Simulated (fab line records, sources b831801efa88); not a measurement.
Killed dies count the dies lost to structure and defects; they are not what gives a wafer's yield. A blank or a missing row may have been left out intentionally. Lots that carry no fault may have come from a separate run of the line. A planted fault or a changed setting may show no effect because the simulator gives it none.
2 desks looking at one fault + flow sky130 + only its own numbers are on each desk; what lay behind them is given at the end

## THE METROLOGY DESK
What the gauges read, lot by lot, whatever tool the lot ran on: means of the sampled wafers that have a number. Marked OUT: a lot whose mean sits more than 4 standard deviations from the usual mean, which makes it out of limits; the brackets give that distance.
Columns: A = LOCAL_INTERCONNECT_TIN_RS at SKY_LOCAL_INTERCONNECT_RS_MEAS_01, usual 14.59 ohm/sq; B = METAL1_OVL at SKY_METAL1_OVL_MEAS_16, usual -1 nm; C = VIA1_BOW at SKY_VIA1_BOW_MEAS_03, usual 81 um
| lot  | first seen here | A     | B   | C  |
|------|-----------------|-------|-----|----|
| L362 | day 29 10:49    | 14.61 | -1  | 83 |
| L364 | day 29 23:52    | 14.69 | -3  | 78 |
| L365 | day 30 04:28    | 14.67 | 2   | 81 |
| L366 | day 31 12:50    | 14.56 | 6   | 84 |
| L367 | day 31 13:12    | 14.47 | -5  | 80 |
| L370 | day 31 22:35    | 14.57 | 2   | 82 |
| L375 | day 33 20:17    | 14.62 | 1   | 77 |
| L377 | day 34 05:52    | 14.60 | 2   | 82 |
| L378 | day 34 13:25    | 14.63 | -2  | 71 |
| L380 | day 34 20:32    | 14.48 | 1   | 82 |
| L381 | day 35 22:28    | 14.58 | -10 | 86 |
| L383 | day 36 00:34    | 14.35 | -9  | 76 |
| L385 | day 36 13:53    | 14.52 | -1  | 90 |
This desk's verdict: no lot among the 13 shows anything out of limits.

## FOR THE TOOL OWNER'S DESK: lithoTrack-04
The tool's own readings at SKY_METAL1_DEVELOP_14 (develop time 60 s): means of the sampled wafers that have a number, for each lot that ran on this tool. Marked OUT: a lot whose mean sits more than 4 standard deviations from the usual mean, which makes it out of limits; the brackets give that distance.
Columns: A = developerTempC at SKY_METAL1_DEVELOP_14, usual 20.98 C
| lot  | first seen here | A                |
|------|-----------------|------------------|
| L365 | day 33 19:00    | 21.08            |
| L370 | day 35 10:00    | 20.99            |
| L375 | day 37 05:00    | 20.38 (-6.2) OUT |
| L377 | day 37 15:00    | 20.26 (-7.5) OUT |
This desk's verdict: out of limits on L375, L377, starting with L375 at day 37 05:00 (developerTempC at SKY_METAL1_DEVELOP_14). L365, L370: within limits.

## PUT TOGETHER
The tool owner's desk could have raised an alarm at day 37 05:00, on L375, L377.
From the metrology desk's view, nothing was out of limits.
The metrology desk has L375, L377 on record, within its limits.
SKY_METAL1_DEVELOP_14 was run on lithoTrack-04 by each of the lots named.

## WHAT THE SIMULATOR HAD INSERTED
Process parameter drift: lithoTrack-04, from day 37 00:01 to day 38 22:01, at SKY_METAL1_DEVELOP_14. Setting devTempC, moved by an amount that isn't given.
Shown lots that were struck: L375, L377.
How many hours passed from the start of the fault until each desk's first out-of-limits reading: the tool owner's desk, 5.
